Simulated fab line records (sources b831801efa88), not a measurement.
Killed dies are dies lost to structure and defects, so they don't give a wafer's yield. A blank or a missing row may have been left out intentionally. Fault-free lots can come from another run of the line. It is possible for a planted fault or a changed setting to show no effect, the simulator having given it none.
2 desks looking at one fault    flow sky130    what lay behind the numbers comes last; until then each desk has only its own

FOR THE TOOL OWNER'S DESK: cvd_w-01
The tool's own readings at SKY_LI_CONTACT_CVD_21 (deposits W, target thk 400 nm, time 120.56 s): means of the sampled wafers that have a number, for each lot that ran on this tool. A lot is out of limits, marked OUT, if its mean lies more than 4 standard deviations from the usual mean; the brackets give that distance.
Columns: A = heater_power_w at SKY_LI_CONTACT_CVD_21, usual 844 W
lot   first seen here  A
L289  day 30 03:00     824
L293  day 31 05:41     842
L294  day 31 16:37     829
L303  day 34 23:52     851
L307  day 35 13:29     853
L308  day 36 02:12     859
This desk's finding: nothing out of limits on any of the 6 lots.

AT THE METROLOGY DESK
What the gauges read, lot by lot, whatever tool the lot ran on: means of the sampled wafers that have a number. A lot is out of limits, marked OUT, if its mean lies more than 4 standard deviations from the usual mean; the brackets give that distance.
Columns: A = LI_CONTACT_W_RS at SKY_LI_CONTACT_RS_MEAS_22, usual 0.283 ohm/sq; B = LI_CONTACT_W_THK at SKY_LI_CONTACT_THK_MEAS_23, usual 386 nm
lot   first seen here  A                 B
L287  day 29 05:17     0.284             380
L289  day 30 03:08     0.280             378
L290  day 30 09:48     0.286             371
L291  day 30 15:44     0.284             388
L293  day 31 05:50     0.285             387
L294  day 31 16:44     0.281             394
L295  day 31 20:03     0.284             390
L296  day 32 13:43     0.285             383
L298  day 32 23:47     0.284             389
L299  day 33 04:29     0.283             389
L303  day 34 23:59     0.284             386
L307  day 35 13:37     0.263 (-5.8) OUT  426 (+5.8) OUT
L308  day 36 02:21     0.263 (-5.8) OUT  420 (+4.8) OUT
L310  day 36 13:45     0.283             384
This desk reports L307, L308 out of limits; the earliest was L307 at day 35 13:37 (LI_CONTACT_W_RS at SKY_LI_CONTACT_RS_MEAS_22). In limits: L287, L289, L290, L291, L293, L294, L295, L296, L298, L299, L303, L310.

PUT TOGETHER
An alarm was possible from the metrology desk at day 35 13:37, on L307, L308.
The desk of the tool owner found nothing out of limits.
Tool owner's desk: L307, L308 on record, inside its limits.
The lots listed all ran SKY_LI_CONTACT_CVD_21 on cvd_w-01.

WHAT THE SIMULATOR HAD PUT IN
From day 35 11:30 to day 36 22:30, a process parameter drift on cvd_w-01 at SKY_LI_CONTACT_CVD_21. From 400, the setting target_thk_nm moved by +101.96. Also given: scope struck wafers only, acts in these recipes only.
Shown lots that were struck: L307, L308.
Hours from the fault's start to each desk's first reading out of limits: the metrology desk, 2.
